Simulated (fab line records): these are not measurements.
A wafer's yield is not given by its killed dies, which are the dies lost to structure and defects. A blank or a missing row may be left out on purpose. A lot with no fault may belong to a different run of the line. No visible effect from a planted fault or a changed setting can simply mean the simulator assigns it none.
What tool caused it?    flow gf180mcu    Sampling: 12 lots, 36 wafers, 3 of 602 route steps

== WHAT THE GAUGES READ, wafer by wafer ==
GF_V1_THK_MEAS_03. Usual: V1_CVD_02_THK gives 848 nm (standard deviation 12).
lot   measured      on             V1_CVD_02_THK (nm)  flag
L564  day 17 13:51  film-metro-02  845 853 860         
L567  day 18 22:13  film-metro-04  825 820 829         
L572  day 20 17:17  film-metro-03  833 860 851         
L575  day 21 21:08  film-metro-03  839 827 850         
L576  day 22 07:01  film-metro-04  848 850 865         
L577  day 22 14:21  film-metro-02  848 848 860         
L578  day 23 00:10  film-metro-02  845 833 872         
L582  day 24 06:12  film-metro-04  855 858 870         
L583  day 24 12:20  film-metro-02  851 852 858         
L584  day 24 21:28  film-metro-04  831 839 856         
L585  day 25 04:20  film-metro-04  830 845 843         
L587  day 26 03:00  film-metro-04  858 856 871         

== WHICH TOOL RAN EACH LOT (tool, then ch and the chambers of the sampled wafers, then the start) ==
lot   GF_LVPWELL_STRIP_10                  GF_VT_IMPLANT_STRIP_09
L564  plasma-asher-03 ch 0,1, day 3 21:08  plasma-asher-02 ch 1, day 5 13:45
L567  plasma-asher-01 ch 0, day 4 14:34    plasma-asher-01 ch 0, day 6 10:11
L572  plasma-asher-03 ch 0,1, day 5 16:05  plasma-asher-02 ch 0,1, day 7 14:50
L575  plasma-asher-03 ch 0,1, day 6 09:28  plasma-asher-02 ch 0,1, day 8 11:35
L576  plasma-asher-03 ch 0,1, day 6 15:14  plasma-asher-02 ch 0,1, day 8 18:02
L577  plasma-asher-04 ch 0,1, day 6 19:00  plasma-asher-04 ch 0,1, day 8 22:24
L578  plasma-asher-04 ch 0,1, day 7 04:02  plasma-asher-02 ch 0,1, day 9 09:14
L582  plasma-asher-01 ch 0, day 8 04:10    plasma-asher-01 ch 0,1, day 10 13:11
L583  plasma-asher-01 ch 0,1, day 8 11:19  plasma-asher-04 ch 0,1, day 10 20:42
L584  plasma-asher-01 ch 0,1, day 8 15:32  plasma-asher-02 ch 0,1, day 11 01:17
L585  plasma-asher-04 ch 0,1, day 8 21:28  plasma-asher-04 ch 0,1, day 11 08:18
L587  plasma-asher-04 ch 0,1, day 9 10:01  plasma-asher-02 ch 0,1, day 11 20:36
- GF_LVPWELL_STRIP_10: strips in O2/N2.
- GF_VT_IMPLANT_STRIP_09: strips in O2/N2.

== AS READ BY THE TOOLS THEMSELVES (means over the sampled wafers that have a number; for cases with no such wafer, the mark the record gives instead) ==
GF_LVPWELL_STRIP_10. Usual: chamber-pressure-mTorr 1500.0 mTorr, standard deviation 1.4; drypump-motor-current-A 5.7 A, standard deviation 0.54; heater-power-w 320 W, standard deviation 37; o2-flow-sccm 3001 sccm, standard deviation 8.3; oes-product-au 0.723 a.u., standard deviation 0.0044; strip-time-to-endpoint-s 37.06 s, standard deviation 0.09.
lot   tool             chamber-pressure-mTorr (mTorr)  drypump-motor-current-A (A)  heater-power-w (W)  o2-flow-sccm (sccm)  oes-product-au (a.u.)  strip-time-to-endpoint-s (s)  flag
L564  plasma-asher-03  1499.3                          6.3                          280                 3001                 0.718                  37.02                         
L567  plasma-asher-01  1499.2                          5.2                          328                 3002                 0.722                  36.99                         
L572  plasma-asher-03  1499.7                          6.0                          283                 2998                 0.724                  37.02                         
L575  plasma-asher-03  1599.8                          6.3                          281                 3002                 0.731                  36.45                         OFF
L576  plasma-asher-03  1599.5                          6.3                          285                 3001                 0.726                  36.52                         OFF
L577  plasma-asher-04  1500.2                          5.2                          354                 2996                 0.722                  37.13                         
L578  plasma-asher-04  1497.9                          5.2                          357                 2994                 0.723                  36.96                         
L582  plasma-asher-01  1499.8                          5.2                          323                 3009                 0.724                  37.14                         
L583  plasma-asher-01  1499.1                          5.4                          328                 3002                 0.726                  37.26                         
L584  plasma-asher-01  1499.7                          5.4                          324                 2997                 0.727                  37.02                         
L585  plasma-asher-04  1501.3                          5.2                          361                 3006                 0.723                  37.01                         
L587  plasma-asher-04  1500.9                          5.6                          334                 3000                 0.725                  37.10                         

GF_VT_IMPLANT_STRIP_09. Usual: chamber-pressure-mTorr 1499.9 mTorr, standard deviation 1.4; drypump-motor-current-A 5.6 A, standard deviation 0.44; heater-power-w 345 W, standard deviation 48; o2-flow-sccm 3000 sccm, standard deviation 8.1; oes-product-au 0.716 a.u., standard deviation 0.0043; strip-time-to-endpoint-s 12.65 s, standard deviation 0.038.
lot   tool             chamber-pressure-mTorr (mTorr)  drypump-motor-current-A (A)  heater-power-w (W)  o2-flow-sccm (sccm)  oes-product-au (a.u.)  strip-time-to-endpoint-s (s)  flag
L564  plasma-asher-02  1500.1                          6.2                          300                 2995                 0.713                  12.63                         
L567  plasma-asher-01  1500.3                          5.2                          314                 3005                 0.715                  12.67                         
L572  plasma-asher-02  1498.9                          5.9                          383                 2994                 0.716                  12.67                         
L575  plasma-asher-02  1499.2                          5.9                          383                 3005                 0.714                  12.60                         
L576  plasma-asher-02  1500.4                          6.0                          340                 3006                 0.715                  12.62                         
L577  plasma-asher-04  1499.2                          5.6                          325                 2997                 0.722                  12.68                         
L578  plasma-asher-02  1499.6                          6.0                          344                 2994                 0.717                  12.64                         
L582  plasma-asher-01  1499.1                          5.5                          337                 2989                 0.717                  12.62                         
L583  plasma-asher-04  1500.7                          5.2                          359                 2992                 0.717                  12.60                         
L584  plasma-asher-02  1499.3                          5.9                          379                 2999                 0.715                  12.65                         
L585  plasma-asher-04  1500.9                          5.6                          325                 2999                 0.718                  12.72                         
L587  plasma-asher-02  1498.6                          5.9                          381                 3005                 0.712                  12.61                         

== THE ANSWER, worked out from the rows above alone ==
Rule: a lot is off if the mean of its wafers that have a number lies more than 3 standard deviations from the usual mean. Also off: a lot with no number at a reading for which 4 or more lots have one. Any other lot the step has rows for is counted as sound. First the gauges in route order, then the tools' own readings, where a lot's mean is used as printed above. The first step at which some lot is off is used, and at that step the reading that is off furthest; a lot without a number counts as furthest.
Off: L575, L576, at GF_LVPWELL_STRIP_10 (chamber-pressure-mTorr).
If a tool, at that step or one of the process steps before it, ran each lot that is off and ran no sound lot following the first of them, it fits. One candidate fits, namely plasma-asher-03 at GF_LVPWELL_STRIP_10. A fault onset in the window from L572 (day 5 16:05, its last sound lot) to L575 (day 6 09:28, its first lot off) fits.
The tool's own readings at GF_LVPWELL_STRIP_10 bear it out: on the lots that are off they differ by more than 5 times the standard deviation of the sound lots' means. chamber-pressure-mTorr reads 1599.7 mTorr there against 1499.7 mTorr on the sound lots; strip-time-to-endpoint-s reads 36.48 s there against 37.06 s on the sound lots.

== WHAT HAD BEEN PUT IN BY THE SIMULATOR ==
plasma-asher-03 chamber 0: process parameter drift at GF_LVPWELL_STRIP_10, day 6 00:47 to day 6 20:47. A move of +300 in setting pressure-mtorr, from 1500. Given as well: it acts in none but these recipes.
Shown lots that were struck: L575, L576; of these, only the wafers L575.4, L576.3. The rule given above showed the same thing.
